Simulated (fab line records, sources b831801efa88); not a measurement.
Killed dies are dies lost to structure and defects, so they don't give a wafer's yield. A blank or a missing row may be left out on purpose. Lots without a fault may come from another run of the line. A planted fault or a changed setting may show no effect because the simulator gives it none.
fab line records | flow sky130
record lots=5 wafers=15 last_day=50
route steps=708 shown VIA3@587 METAL4@598 PAD_OPEN@708
lots that met no fault: from a run of the same line without faults
start_h: hours from the record's first day to the start of the lot's first wafer shown | wait_h: hours since the lot's step before | " the same as in the row above | L1.1+2: a row that stands for several wafers | - no value, or no start given | * or withheld: withheld | < > ~ a bound
route shown NAME@n: a module of which the file shows steps, and the number in the route of the first | usual: mean/standard deviation of fault-free wafers | same: alike in all rows | chamber/n: place in a boat | sites: the reading at each site | _std_site: their standard deviation | _edge_site: outer sites' mean less inner sites' | radius_mm: how far each site lies from the wafer's centre | mask NAME#n: copy n | behind: the tool/chamber that last shaped the wafer | hold: why the lot was held/for how many hours/how that ended | device: the transistor (n, p or np) that didn't switch | end of line: the same wafers' tests at the end of the route | a step without rows: its recipe alone | killed: dies lost to structure and defects at the first sort, not the wafer's yield | map: a wafer's dies, x killed, . not, _ none there
set.NAME: the setting as run; set.NAME@STEP: as run at that earlier step | model.NAME: the simulator's own value behind a step, which no gauge read
lots at some steps of the route; a table a step, a row a wafer
services: from which hour (start_h, from the record's first day; less than 0 if before it) a tool's chamber was out of use, for how many hours, and why
## steps
# step SKY_VIA3_ETCH_14
# recipe chemistry=N2/H2 target=BARC ion_energy_ev=200 source_w=500 bias_w=100 pressure_mtorr=30 n2_flow_sccm=100 h2_flow_sccm=200 stop_on=SiO2 time_s=45.9 target_depth_a=600
# usual drypump_motor_current_A=5.8/0.52 oes_product_au=0.856/0.0049 throttle_valve_pct=13.225/0.0088
# columns lot.wafer tool chamber start_h wait_h drypump_motor_current_A oes_product_au rf_hours_counter_h throttle_valve_pct
L301.1 rie_diel-03 0 964.43 0.0 5.7 0.853 2 13.224
L301.4 " 2 " " 5.3 0.862 9 13.235
L301.6 " 0 " " 5.7 0.854 - 13.230
L304.2 rie_diel-02 3 972.13 0.0 6.5 0.855 11 13.223
L304.3 " 1 " " 6.1 0.855 5 13.237
L304.5 " 2 " " 6.2 0.840 - 13.231
L312.2 rie_diel-01 1 1014.16 0.0 5.0 0.861 24 13.223
L312.3 " 0 " " 5.9 0.860 25 13.236
L312.4 " 2 " " 6.5 0.856 23 13.231
L318.2 rie_diel-01 3 1058.53 0.0 5.3 0.847 6 13.226
L318.3 " 2 " " 6.5 0.855 24 13.223
L318.6 " 0 " " 5.8 0.850 - 13.219
L321.2 rie_diel-02 3 1076.76 0.0 6.4 0.856 14 13.217
L321.3 " 2 " " 6.2 0.862 24 13.220
L321.5 " 1 " " 6.1 0.855 - 13.216
# step SKY_VIA3_ETCH_15
# recipe target=SiO2 chemistry=C4F8/O2/Ar target_depth_nm=507 stop_on=TiN mask_material=KrF-thick source_w=1500 bias_w=1200 pressure_mtorr=40 c4f8_flow_sccm=withheld O2_flow_sccm=6 Ar_flow_sccm=300 time_s=78
# step SKY_VIA3_STRIP_16
# recipe chemistry=O2/N2 power_w=1400 pressure_mtorr=1500 platen_temp_c=withheld o2_flow_sccm=3000 n2_flow_sccm=300 overash_fraction=0.5
# step SKY_VIA3_STRIP_17
# recipe chemistry=post_etch_residue_remover time_s=1200 temp_c=72.5
# step SKY_VIA3_CLEAN_18
# recipe chemistry=IPA time_s=180 temp_c=25
# step SKY_VIA3_CLEAN_19
# recipe chemistry=O3/DIW dry=n2_spin
# step SKY_VIA3_SPUTTER_20
# recipe material=TiN target_thk_nm=20 chamber_pressure_pa=5 power_w=4000 time_s=80
# usual throttle_valve_pct=30.2/0.77
# columns lot.wafer tool chamber start_h wait_h throttle_valve_pct
L301.1 pvd_sputter-04 - 965.13 0.0 30.6
L301.4 " - " " 31.3
L301.6 " - " " 28.2
L304.2 pvd_sputter-02 - 972.83 0.0 29.3
L304.3 " - " " 30.3
L304.5 " - " " 30.1
L312.2 pvd_sputter-01 - 1014.92 0.0 30.3
L312.3 " - " " 31.1
L312.4 " - " " 30.2
L318.2 pvd_sputter-02 - 1059.23 0.0 30.4
L318.3 " - " " 30.5
L318.6 " - " " 30.3
L321.2 pvd_sputter-04 - 1077.45 0.0 30.7
L321.3 " - " " 31.1
L321.5 " - " " 27.9
# step SKY_VIA3_CVD_21
# recipe material=W target_thk_nm=390 time_s=117.31 temp_c=400 pressure_torr=40
# usual heater_power_w=835/37
# columns lot.wafer tool chamber start_h wait_h heater_power_w
L301.1 cvd_w-01 0 965.19 0.0 778
L301.4 " 0 " " 779
L301.6 " 1 " " 855
L304.2 cvd_w-01 0 972.89 0.0 757
L304.3 " 0 " " 763
L304.5 " 1 " " 850
L312.2 cvd_w-02 1 1014.98 0.0 881
L312.3 " 1 " " 846
L312.4 " 0 " " 824
L318.2 cvd_w-01 1 1059.29 0.0 833
L318.3 " 0 " " 780
L318.6 " 1 " " 852
L321.2 cvd_w-02 1 1077.51 0.0 888
L321.3 " 0 " " 838
L321.5 " 1 " " 883
# step SKY_VIA3_RS_MEAS_22
# recipe thk_meas_gauge=four-point-probe reads=W_of_VIA3_CVD_21+TiN_of_VIA3_SPUTTER_20
# usual VIA3_W_RS=0.294/0.0063
# columns lot.wafer tool chamber start_h wait_h VIA3_W_RS[ohm/sq]
L301.1 film_metro-01 - 965.31 0.1 0.285
L301.4 " - " " 0.285
L301.6 " - " " 0.291
L304.2 film_metro-02 - 973.03 0.1 0.289
L304.3 " - " " 0.283
L304.5 " - " " 0.293
L312.2 film_metro-02 - 1015.13 0.1 0.302
L312.3 " - " " 0.302
L312.4 " - " " 0.298
L318.2 film_metro-01 - 1059.44 0.1 0.299
L318.3 " - " " 0.292
L318.6 " - " " 0.300
L321.2 film_metro-03 - 1077.65 0.1 0.294
L321.3 " - " " 0.290
L321.5 " - " " 0.302
# step SKY_VIA3_THK_MEAS_23
# recipe thk_meas_gauge=xrf reads=W_of_VIA3_CVD_21
# usual VIA3_W_THK=379/8.5
# columns lot.wafer tool chamber start_h wait_h VIA3_W_THK[nm]
L301.1 film_metro-01 - 965.43 0.1 388
L301.4 " - " " 391
L301.6 " - " " 380
L304.2 film_metro-02 - 973.14 0.1 390
L304.3 " - " " 395
L304.5 " - " " 381
L312.2 film_metro-02 - 1015.24 0.1 367
L312.3 " - " " 371
L312.4 " - " " 372
L318.2 film_metro-01 - 1059.55 0.1 370
L318.3 " - " " 377
L318.6 " - " " 371
L321.2 film_metro-03 - 1077.76 0.1 381
L321.3 " - " " 391
L321.5 " - " " 375
# step SKY_VIA3_CMP_24
# recipe stop_on=SiO2 t_overpolish_s=20 down_force_psi=3.5 platen_rpm=60 target_thk_nm=0 pad_velocity_m_s=0.94248
# step SKY_METAL4_SPUTTER_00
# recipe material=Ti target_thk_nm=15 power_w=3000 time_s=10 chamber_pressure_pa=0.4
# usual throttle_valve_pct=29.5/1.2
# columns lot.wafer tool chamber start_h wait_h throttle_valve_pct
L301.1 pvd_sputter-03 - 965.79 0.1 28.7
L301.4 " - " " 26.9
L301.6 " - " " 27.2
L304.2 pvd_sputter-03 - 973.49 0.1 30.2
L304.3 " - " " 28.7
L304.5 " - " " 30.3
L312.2 pvd_sputter-02 - 1015.59 0.1 29.3
L312.3 " - " " 30.3
L312.4 " - " " 30.0
L318.2 pvd_sputter-02 - 1059.90 0.1 28.9
L318.3 " - " " 30.0
L318.6 " - " " 30.3
L321.2 pvd_sputter-04 - 1078.11 0.1 30.3
L321.3 " - " " 30.8
L321.5 " - " " 28.2
# step SKY_METAL4_SPUTTER_01
# recipe material=TiN target_thk_nm=20 power_w=6500 time_s=16.7 chamber_pressure_pa=0.4
# usual throttle_valve_pct=29.5/1.1
# columns lot.wafer tool chamber start_h wait_h throttle_valve_pct model.TiN_of_METAL4_SPUTTER_01.thk_nm
L301.1 pvd_sputter-03 - 965.81 0.0 28.6 19.89
L301.4 " - " " 27.4 19.56
L301.6 " - " " 27.2 19.43
L304.2 pvd_sputter-03 - 973.51 0.0 30.3 20.08
L304.3 " - " " 28.6 19.85
L304.5 " - " " 29.7 20.01
L312.2 pvd_sputter-02 - 1015.61 0.0 29.1 20.16
L312.3 " - " " 30.4 19.92
L312.4 " - " " 29.7 19.89
L318.2 pvd_sputter-02 - 1059.92 0.0 29.1 20.14
L318.3 " - " " 30.4 20.66
L318.6 " - " " 30.4 19.82
L321.2 pvd_sputter-04 - 1078.14 0.0 30.1 19.83
L321.3 " - " " 31.2 20.01
L321.5 " - " " 28.0 20.5
# step SKY_METAL4_SPUTTER_02
# recipe material=AlCu target_thk_nm=735 power_w=10600 time_s=39.1 chamber_pressure_pa=0.4
# usual throttle_valve_pct=29.5/1.1
# columns lot.wafer tool chamber start_h wait_h throttle_valve_pct
L301.1 pvd_sputter-03 - 965.84 0.0 28.7
L301.4 " - " " 27.1
L301.6 " - " " 27.2
L304.2 pvd_sputter-03 - 973.54 0.0 30.5
L304.3 " - " " 28.5
L304.5 " - " " 30.2
L312.2 pvd_sputter-02 - 1015.64 0.0 29.2
L312.3 " - " " 30.5
L312.4 " - " " 29.8
L318.2 pvd_sputter-02 - 1059.95 0.0 29.1
L318.3 " - " " 30.0
L318.6 " - " " 30.4
L321.2 pvd_sputter-04 - 1078.16 0.0 30.1
L321.3 " - " " 31.0
L321.5 " - " " 28.2
# step SKY_PAD_OPEN_PROBE_99
# usual defect_limited_yield=82.4/1.9 killed_at_M0_to_M3=43/6.5 killed_at_M4_up=3.3/2 killed_at_contacts=24/5.2 killed_at_front_end=16/4.2 killed_at_other=0.3/0.6 killed_dies=87/9.3 killed_open=47/7.8 killed_short=39/6.2 sort_bin_3_pad_short=0.9/0.42 sort_bin_5_function=10.5/1.4 sort_bin_6_memory=6.3/0.97 sort_n_pass=405/9.3 sort_yield_pct=82.4/1.9
# same gross_dies=492 killed_at_back_side=0 sort_bin_4_leakage[%]=0 sort_bin_8_speed[%]=0
# columns lot.wafer tool chamber start_h wait_h defect_limited_yield[%] killed_at_M0_to_M3 killed_at_M4_up killed_at_contacts killed_at_front_end killed_at_other killed_dies killed_open killed_short sort_bin_3_pad_short[%] sort_bin_5_function[%] sort_bin_6_memory[%] sort_n_pass sort_yield_pct[%]
L312.2 prober-01 - 1148.26 0.1 86.0 47 6 9 7 0 69 32 37 1.0 7.5 5.5 423 86.0
L312.3 prober-01 - 1148.31 0.2 85.8 34 4 21 10 1 70 41 28 1.0 8.5 4.7 422 85.8
L312.4 prober-01 - 1148.36 0.2 83.3 41 0 20 19 2 82 45 37 1.0 10.2 5.5 410 83.3
L321.2 prober-02 - 1193.14 0.1 80.3 41 2 36 18 0 97 57 40 0.2 12.2 7.3 395 80.3
L321.3 prober-02 - 1193.19 0.2 82.5 45 4 17 20 0 86 47 39 0.4 11.0 6.1 406 82.5
L321.5 prober-02 - 1193.29 0.2 81.7 48 2 25 15 0 90 55 35 1.2 11.0 6.1 402 81.7
# killed by level:class
L312.2 VIA1:geometric_particle:open=10 METAL1:geometric_particle:short=7 VIA2:geometric_particle:short=6 VIA2:geometric_particle:open=6 VIA1:geometric_particle:short=5 VIA3:geometric_particle:short=5 LI_CONTACT:geometric_particle:open=4 METAL4:geometric_particle:short=4
L312.3 CONTACT:geometric_particle:open=10 VIA1:geometric_particle:open=9 METAL1:geometric_particle:short=6 LI_CONTACT:geometric_particle:open=5 METAL2:geometric_particle:short=5 VIA2:geometric_particle:open=4 FIELD_ISO:geometric_particle:open=3 POLY_GATE:geometric_particle:open=3
L312.4 VIA1:geometric_particle:open=11 POLY_GATE:geometric_particle:open=7 CONTACT:geometric_particle:open=7 POLY_GATE:geometric_particle:short=6 LI_CONTACT:geometric_particle:open=5 METAL3:geometric_particle:short=4 LI_CONTACT:geometric_particle:short=4 METAL1:geometric_particle:short=4
L321.2 LI_CONTACT:geometric_particle:open=13 CONTACT:geometric_particle:open=12 LOCAL_INTERCONNECT:geometric_particle:short=7 METAL1:geometric_particle:short=7 FIELD_ISO:geometric_particle:open=6 METAL2:geometric_particle:open=5 VIA3:geometric_particle:open=5 FIELD_ISO:geometric_particle:short=4
L321.3 VIA1:geometric_particle:open=9 CONTACT:geometric_particle:open=7 VIA1:geometric_particle:short=7 VIA2:geometric_particle:open=6 VIA3:geometric_particle:open=6 FIELD_ISO:geometric_particle:short=5 FIELD_ISO:geometric_particle:open=5 POLY_GATE:geometric_particle:open=5
L321.5 CONTACT:geometric_particle:open=12 VIA3:geometric_particle:open=9 VIA1:geometric_particle:open=8 FIELD_ISO:geometric_particle:open=6 LI_CONTACT:geometric_particle:open=6 VIA1:geometric_particle:short=6 VIA2:geometric_particle:open=6 METAL1:geometric_particle:short=5
## services
# columns tool chamber start_h hours kind
pvd_sputter-02 1 942.53 - consumable_replace:kit
pvd_sputter-02 1 942.53 18.0 scheduled_down
pvd_sputter-02 1 942.53 18.0 vent_cycle
pvd_sputter-02 - 949.04 2.1 repair
pvd_sputter-02 - 953.54 2.9 repair
rie_diel-03 3 954.56 5.5 repair
cvd_w-01 1 956.68 3.5 repair
rie_diel-03 1 971.70 4.8 repair
pvd_sputter-04 3 998.09 - consumable_replace:kit
pvd_sputter-04 3 998.09 18.0 scheduled_down
pvd_sputter-04 3 998.09 18.0 vent_cycle
pvd_sputter-03 - 1011.69 15.9 repair
rie_diel-01 - 1020.64 14.6 pm
rie_diel-02 1 1048.36 4.8 repair
pvd_sputter-01 - 1065.69 2.4 repair
pvd_sputter-03 3 1073.01 - consumable_replace:kit
pvd_sputter-03 3 1073.01 18.0 scheduled_down
pvd_sputter-03 3 1073.01 18.0 vent_cycle
pvd_sputter-01 1 1075.19 - consumable_replace:kit
pvd_sputter-01 1 1075.19 18.0 scheduled_down
pvd_sputter-01 1 1075.19 18.0 vent_cycle
## key
first_sign none at tools or gauges
model_effect step=SKY_METAL4_SPUTTER_01 value=TiN_of_METAL4_SPUTTER_01.thk_nm without=19.8 struck=20.66
met_at SKY_METAL4_SPUTTER_01
struck_wafers L318.3
fault kind=process_parameter_drift tool=pvd_sputter-02 chamber=- onset_h=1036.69 steps=SKY_METAL4_SPUTTER_01 channel=time_s offset=* shape=step end_h=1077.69 acts_in=* stated=* scope=struck_wafers_only
